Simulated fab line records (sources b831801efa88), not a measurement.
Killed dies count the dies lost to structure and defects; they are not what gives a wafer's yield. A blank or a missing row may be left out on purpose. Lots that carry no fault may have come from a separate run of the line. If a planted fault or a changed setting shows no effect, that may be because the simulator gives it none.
Comparing a struck lot with a sound one -- flow gf180mcu -- 24 steps out of a route of 602
Sound: wafers L911.2, L911.3, L911.4. Wafers struck: L919.4, L919.5, L919.6. The cause comes at the end.
Order at every step that has rows: each side's tool, ch and its chambers, its first start. Under that, the readings that differ: sound wafers -- struck wafers -- difference of the means -- sigmas: that difference in standard deviations of wafers without a fault.
alike: readings whose means differ by less than 2 such deviations, and words and numbers that are the same on both sides. not compared: withheld readings, readings that some wafer has no value for, bounds like >300 that may hide the same value, and numbers for which the record gives no deviation and whose values overlap.
A row with sigmas, a row that says differs or no value, or rows on one side alone: a step with any of these is where the two part. Non-overlapping numbers with no deviation appear without sigmas and do not part them. A reading that every wafer of one side lacks parts them only if that side has two wafers or more.

GF_HV_LDD_STRIP_49: strips in O2/N2.
  sound on plasmaAsher-02 ch 0,1, day 16 11:24; struck on plasmaAsher-02 ch 0,1, day 18 23:28
  alike: chamberPressureMTorr, drypumpMotorCurrentA, heaterPowerW, oesProductAu, stripTimeToEndpointS
  not compared: rfHoursCounterH
GF_HV_LDD_TW_MEAS_50:
  sound: filmMetro-01 at day 16 11:31; struck: filmMetro-03 at day 18 23:33
  alike: HV_LDD_4_TW
then, 1 step without rows for these wafers: GF_HV_LDD_CLEAN_51 (cleans in SC1/SC2, time 150 s).
GF_HV_LDD_RTA_52: time 10 s.
  sound on rtpAnneal-01 ch 0, day 16 11:38; struck on rtpAnneal-02 ch 0, day 18 23:40
reading,sound,struck,difference,sigmas
lampPowerPct (%),26 26 26,36 36 36,+10,+2
  alike: wafer_temp_C_max
GF_HV_LDD_RS_MEAS_53: uses a four-point probe to measure.
  sound: filmMetro-03 at day 16 11:42; struck: filmMetro-01 at day 18 23:46
  alike: HV_LDD_RS
then, 1 step without rows for these wafers: GF_HV_LDD_CVD_54 (deposits SiO2 from TEOS, target thk 10 nm, time 75 s).
GF_HV_LDD_THK_MEAS_55:
  sound: filmMetro-03 at day 16 12:50; struck: filmMetro-04 at day 19 02:37
  alike: HV_LDD_CVD_54_THK
then, 1 step without rows for these wafers: GF_HV_LDD_CVD_56 (deposits Si3N4 from DCS/NH3, target thk 90 nm, time 1543 s).
GF_HV_LDD_THK_MEAS_57:
  sound: filmMetro-04 at day 16 14:19; struck: filmMetro-03 at day 19 05:22
reading,sound,struck,difference,sigmas
HV_LDD_CVD_56_THK (nm),88.5 88.4 89.0,91.1 91.0 91.3,+2.5,+3
GF_HV_LDD_ETCHBACK_58: etches Si3N4 in CH3F/O2, stops on SiO2, time 100 s, target depth 90 nm.
  sound on rieDiel-01 ch 0,2, day 16 14:22; struck on rieDiel-03 ch 0,3, day 19 05:24
  alike: chamberPressureMTorr, drypumpMotorCurrentA, oesProductAu, throttleValvePct
  not compared: rfHoursCounterH
then, 2 steps without rows for these wafers: GF_NSD_DEHYDRATE_00 (time 60 s); GF_NSD_HMDS_01 (prime time 60 s).
GF_NSD_COAT_02: resist thk 1000 nm.
  sound on lithoTrack-01 ch 0, day 17 01:38; struck on lithoTrack-03 ch 0, day 19 17:40
reading,sound,struck,difference,sigmas
spinSpeedRpm (rpm),3000.1 3000.3 2999.7,2797.8 2798.7 2796.5,-202.4,-99 or more
model.NOVOLAK_of_NSD_COAT_02.thkNm (nm),999.4 999.3 997.5,1034 1036 1035,+36,
then, 3 steps without rows for these wafers: GF_NSD_SOFTBAKE_03 (time 60 s); GF_NSD_EXPOSE_04 (exposes mask Nplus, target cd 400 nm); GF_NSD_PEB_05.
GF_NSD_DEVELOP_06: develop time 60 s.
  sound on lithoTrack-01 ch 0, day 17 13:17; struck on lithoTrack-01 ch 0, day 20 05:38
reading,sound,struck,difference,sigmas
model.NOVOLAK_of_NSD_COAT_02.thkNm (nm),999 998.9 997.1,1033 1035 1034,+36,
GF_NSD_CD_MEAS_07: the cd target is 400 nm.
  sound: cdSem-02 at day 17 13:26; struck: cdSem-02 at day 20 05:48
reading,sound,struck,difference,sigmas
cdNm (nm),401.8 403.0 403.7,395.1 396.7 394.8,-7.3,-3
GF_NSD_OVL_MEAS_08:
  sound: overlay-01 at day 17 13:32; struck: overlay-01 at day 20 05:53
  alike: NSD_OVL
then, 2 steps without rows for these wafers: GF_NSD_IMPLANT_09; GF_NSD_IMPLANT_10.
GF_NSD_STRIP_11: strips in O2/N2.
  sound on plasmaAsher-04 ch 0,1, day 17 13:52; struck on plasmaAsher-03 ch 0,1, day 20 06:14
reading,sound,struck,difference,sigmas
stripTimeToEndpointS (s),22.96 22.96 22.93,23.36 23.41 23.38,+0.43,+13
  alike: chamberPressureMTorr, drypumpMotorCurrentA, heaterPowerW, oesProductAu
  not compared: rfHoursCounterH
GF_NSD_TW_MEAS_12:
  sound: filmMetro-02 at day 17 13:59; struck: filmMetro-04 at day 20 06:19
  alike: NSD_TW
-- the record jumps here: 14 days lie between the struck wafers' starts before and after (it left off in module NSD and takes up again in module PASSIVATION, whose first step shown is number 602 of the route) --
GF_PASSIVATION_PROBE_99:
  record: rows for the struck wafers here (prober-01, day 34 06:51), none for the sound ones

== WHERE THEY PART ==
Earliest at GF_HV_LDD_RTA_52; latest, in this record, at GF_PASSIVATION_PROBE_99.

WHY: what had been put in by the simulator
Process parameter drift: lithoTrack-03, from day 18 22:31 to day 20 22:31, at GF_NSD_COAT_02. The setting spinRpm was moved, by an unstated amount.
